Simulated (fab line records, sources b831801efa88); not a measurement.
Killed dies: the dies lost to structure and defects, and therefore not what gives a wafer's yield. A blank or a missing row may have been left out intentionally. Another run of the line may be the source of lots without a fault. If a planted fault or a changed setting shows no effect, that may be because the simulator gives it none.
Struck lot and sound lot, side by side / flow sky130 / 20 steps out of a route of 708
Sound: these wafers, L635.1, L635.2, L635.3. Wafers L626.2, L626.3, L626.5 were the ones struck. Last of all comes the cause.
Each step with rows lists, per side, the tool, then ch with its chambers, then its first start. Under that, the readings that differ: sound wafers / struck wafers / difference of the means / sigmas: that difference in standard deviations of wafers without a fault.
alike: words and numbers the same on both sides, and readings whose means are apart by under 2 such deviations; not compared: readings that were withheld, readings missing a value for some wafer, numbers with overlapping values and no deviation given by the record, and bounds like >300 which may hide the same value.
Wherever a step has rows on one side only, a row that says differs or no value, or a row with sigmas, the two part there. Numbers that don't overlap but have no deviation are shown without sigmas and don't part them. A reading missing from all wafers of one side parts the sides only when that side holds two or more wafers.

SKY_RES_XHIGH_STRIP_08: strips in O2/N2.
  sound on plasmaAsher-01 ch 0,1, day 31 23:59; struck on plasmaAsher-03 ch 0,1, day 29 14:08
  alike: drypumpMotorCurrentA, oesProductAu, stripTimeToEndpointS
  not compared: rfHoursCounterH
SKY_RES_XHIGH_TW_MEAS_09:
  sound: filmMetro-03 at day 32 00:05; struck: filmMetro-01 at day 29 14:15
reading=RES_XHIGH_TW; sound=1640 1641 1639; struck=1678 1673 1673; difference=+35; sigmas=+3
then, 7 steps without rows for these wafers: SKY_SD_N_DEHYDRATE_00 (time 60 s); SKY_SD_N_HMDS_01 (prime time 60 s); SKY_SD_N_COAT_02 (resist thk 1140 nm); SKY_SD_N_SOFTBAKE_03 (time 60 s); SKY_SD_N_EXPOSE_04 (exposes mask NSDM, target cd 380 nm); SKY_SD_N_PEB_05; SKY_SD_N_DEVELOP_06 (develop time 60 s).
SKY_SD_N_CD_MEAS_07: target cd 380 nm.
  sound: cdSem-01 at day 33 02:53; struck: cdSem-01 at day 30 17:28
  alike: cdNm
SKY_SD_N_OVL_MEAS_08:
  sound: overlay-02 at day 33 03:00; struck: overlay-01 at day 30 17:34
  alike: SD_N_OVL
following that, these wafers have no rows for 1 step: SKY_SD_N_IMPLANT_09.
SKY_SD_N_IMPLANT_10:
  sound on implanter-04 ch 0, day 33 03:11; struck on implanter-04 ch 0, day 30 17:47
reading=beamOnS (s); sound=11.0 11.5 11.4; struck=19.9 20.5 19.7; difference=+8.7; sigmas=+16
reading=doseIonsCm2; sound=1.0005e+14 1.0016e+14 1.0019e+14; struck=1.713e+14 1.7153e+14 1.711e+14; difference=+7.118e+13; sigmas=+99 or more
SKY_SD_N_STRIP_11: strips in O2/N2.
  sound on plasmaAsher-02 ch 0,1, day 33 03:20; struck on plasmaAsher-03 ch 0,1, day 30 17:54
  alike: drypumpMotorCurrentA, oesProductAu, stripTimeToEndpointS
  not compared: rfHoursCounterH
SKY_SD_N_TW_MEAS_12:
  sound: filmMetro-03 at day 33 03:26; struck: filmMetro-01 at day 30 18:01
  alike: SD_N_TW
then, 1 step without rows for these wafers: SKY_SD_N_CLEAN_13 (cleans in SC1/SC2, time 150 s).
SKY_SD_N_RTA_14: time 2 s.
  sound on rtpAnneal-02 ch 0, day 33 03:32; struck on rtpAnneal-02 ch 0, day 30 18:07
  alike: lampPowerPct, rampUpCPerS, wafer_temp_C_max
SKY_SD_N_RS_MEAS_16: measures by four-point-probe.
  sound: filmMetro-02 at day 33 03:43; struck: filmMetro-03 at day 30 18:19
reading=SD_N_RS (ohm/sq); sound=68.70 68.60 68.50; struck=66.63 66.70 66.65; difference=-1.94; sigmas=-15
SKY_SD_N_RS_MEAS_17: measures by four-point-probe.
  sound: filmMetro-02 at day 33 03:50; struck: filmMetro-03 at day 30 18:26
  alike: SD_P_RS
-- record jumps: 17 days separate the struck wafers' starts on either side; left off in module SD_N, taken up again in module PAD_OPEN, whose first shown step is the route's number 708 --
SKY_PAD_OPEN_PROBE_99:
  sound: prober-01 at day 49 10:53; struck: prober-02 at day 47 18:37
reading=killed_at_M0_to_M3; sound=66 46 53; struck=50 35 34; difference=-15; sigmas=-2
  alike: killed_at_M4_up, killedAtContacts, killedAtFrontEnd, killedAtOther, killedDies, killedOpen, killedShort
  not compared: model.etest.resNdiff.rsOhmSq

WHERE THEY PART
Last at SKY_PAD_OPEN_PROBE_99 as far as this record goes, first at SKY_RES_XHIGH_TW_MEAS_09.

WHY: the cause the simulator had injected
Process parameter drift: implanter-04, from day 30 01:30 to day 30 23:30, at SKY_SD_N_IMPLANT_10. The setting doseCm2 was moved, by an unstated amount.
